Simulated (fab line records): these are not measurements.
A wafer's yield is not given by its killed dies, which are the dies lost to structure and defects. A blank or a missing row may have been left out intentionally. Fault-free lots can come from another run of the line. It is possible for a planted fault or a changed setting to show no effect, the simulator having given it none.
The tool behind it: which one? | flow sky130 | Sampling: 12 lots, 36 wafers, 3 of 708 route steps

== WHAT EACH GAUGE READ, for each wafer ==
SKY_CAPM_RS_MEAS_03: measurement is done with a four-point probe. Usual: CAPM_TIN_RS typically reads 6.91 ohm/sq, with standard deviation 0.076.
lot  | measured     | on            | CAPM_TIN_RS (ohm/sq) | flag
L772 | day 36 03:01 | film metro-04 | 6.93 6.90 6.93       |
L771 | day 36 07:12 | film metro-04 | 6.90 6.92 6.95       |
L773 | day 36 16:49 | film metro-04 | 6.90 6.83 6.86       |
L775 | day 37 15:36 | film metro-02 | 6.75 6.77 6.79       |
L778 | day 38 10:37 | film metro-04 | 6.86 6.83 6.98       |
L780 | day 39 01:04 | film metro-02 | 6.92 7.07 6.95       |
L785 | day 40 13:09 | film metro-02 | 7.05 7.03 7.00       |
L788 | day 41 06:49 | film metro-01 | 6.90 6.94 6.97       |
L791 | day 42 11:20 | film metro-02 | 6.83 6.84 6.85       |
L792 | day 42 22:53 | film metro-01 | 6.86 6.92 6.97       |
L794 | day 43 03:55 | film metro-02 | 6.96 6.88 6.87       |
L793 | day 43 12:49 | film metro-02 | 6.84 6.87 6.82       |

SKY_CAPM_THK_MEAS_04: measures by xrf. Usual: CAPM_TIN_THK typically reads 197.9 nm, with standard deviation 2.3.
lot  | measured     | on            | CAPM_TIN_THK (nm) | flag
L772 | day 36 03:08 | film metro-04 | 198.1 199.0 198.3 |
L771 | day 36 07:19 | film metro-04 | 198.2 198.0 197.6 |
L773 | day 36 16:56 | film metro-04 | 198.6 200.3 200.9 |
L775 | day 37 15:43 | film metro-02 | 202.1 201.5 201.0 |
L778 | day 38 10:44 | film metro-04 | 198.1 199.1 193.8 |
L780 | day 39 01:11 | film metro-02 | 198.4 193.9 197.6 |
L785 | day 40 13:16 | film metro-02 | 193.8 195.0 196.0 |
L788 | day 41 06:56 | film metro-01 | 196.6 195.8 194.7 |
L791 | day 42 11:27 | film metro-02 | 199.9 199.3 199.5 |
L792 | day 42 23:01 | film metro-01 | 198.9 197.2 195.6 |
L794 | day 43 04:01 | film metro-02 | 198.2 198.9 199.1 |
L793 | day 43 12:55 | film metro-02 | 200.3 199.0 200.9 |

== WHICH TOOL RAN EACH LOT (tool, then ch and the chambers of the sampled wafers, then the start) ==
lot  | SKY_VT_ADJUST_HVTP_STRIP_10
L772 | plasma asher-01 ch 0,1, day 6 05:29
L771 | plasma asher-04 ch 0,1, day 6 06:07
L773 | plasma asher-04 ch 0,1, day 6 20:58
L775 | plasma asher-01 ch 0,1, day 7 09:04
L778 | plasma asher-01 ch 0,1, day 7 18:41
L780 | plasma asher-01 ch 0,1, day 8 08:55
L785 | plasma asher-03 ch 0,1, day 9 15:47
L788 | plasma asher-03 ch 0,1, day 10 10:37
L791 | plasma asher-01 ch 0,1, day 11 12:04
L792 | plasma asher-04 ch 0,1, day 12 01:19
L794 | plasma asher-04 ch 0,1, day 12 13:46
L793 | plasma asher-03 ch 0,1, day 12 14:06
- SKY_VT_ADJUST_HVTP_STRIP_10: strips in O2/N2.

== AS READ BY THE TOOLS THEMSELVES (means over the sampled wafers that have a number; for cases with no such wafer, the mark the record gives instead) ==
SKY_VT_ADJUST_HVTP_STRIP_10. Usual: drypump motor current A 5.79 A, standard deviation 0.21; oes product au 0.716 a.u., standard deviation 0.0046; strip time to endpoint s 14.17 s, standard deviation 0.042.
lot  | tool            | drypump motor current A (A) | oes product au (a.u.) | strip time to endpoint s (s) | flag
L772 | plasma asher-01 | 5.67                        | 0.715                 | 14.17                        |
L771 | plasma asher-04 | 5.92                        | 0.716                 | 14.09                        |
L773 | plasma asher-04 | 5.92                        | 0.717                 | 14.18                        |
L775 | plasma asher-01 | 5.71                        | 0.716                 | 14.14                        |
L778 | plasma asher-01 | 5.67                        | 0.717                 | 14.21                        |
L780 | plasma asher-01 | 5.68                        | 0.713                 | 14.18                        |
L785 | plasma asher-03 | 5.85                        | 0.716                 | 14.16                        |
L788 | plasma asher-03 | 6.02                        | 0.719                 | 14.23                        |
L791 | plasma asher-01 | 5.69                        | 0.720                 | 14.24                        |
L792 | plasma asher-04 | 5.92                        | 0.712                 | 14.22                        |
L794 | plasma asher-04 | 5.92                        | 0.715                 | 14.23                        |
L793 | plasma asher-03 | 5.84                        | 0.717                 | 14.15                        |

== THE ANSWER, worked out from the rows above alone ==
Rule: lot off if the mean of its wafers having a number is beyond 3 standard deviations from the usual mean. A lot without any number at a reading at which 4 lots or more have one is off too. Where the step has rows for the other lots, those lots are counted as sound. The gauges are gone through in route order, then the tools' own readings, and for those a lot's mean is taken as printed above. The first step at which some lot is off is used, and at that step the reading that is off furthest; a lot without a number counts as furthest.
No lot is off at any reading shown: from this, nothing can be told.

== WHAT HAD BEEN PUT IN BY THE SIMULATOR ==
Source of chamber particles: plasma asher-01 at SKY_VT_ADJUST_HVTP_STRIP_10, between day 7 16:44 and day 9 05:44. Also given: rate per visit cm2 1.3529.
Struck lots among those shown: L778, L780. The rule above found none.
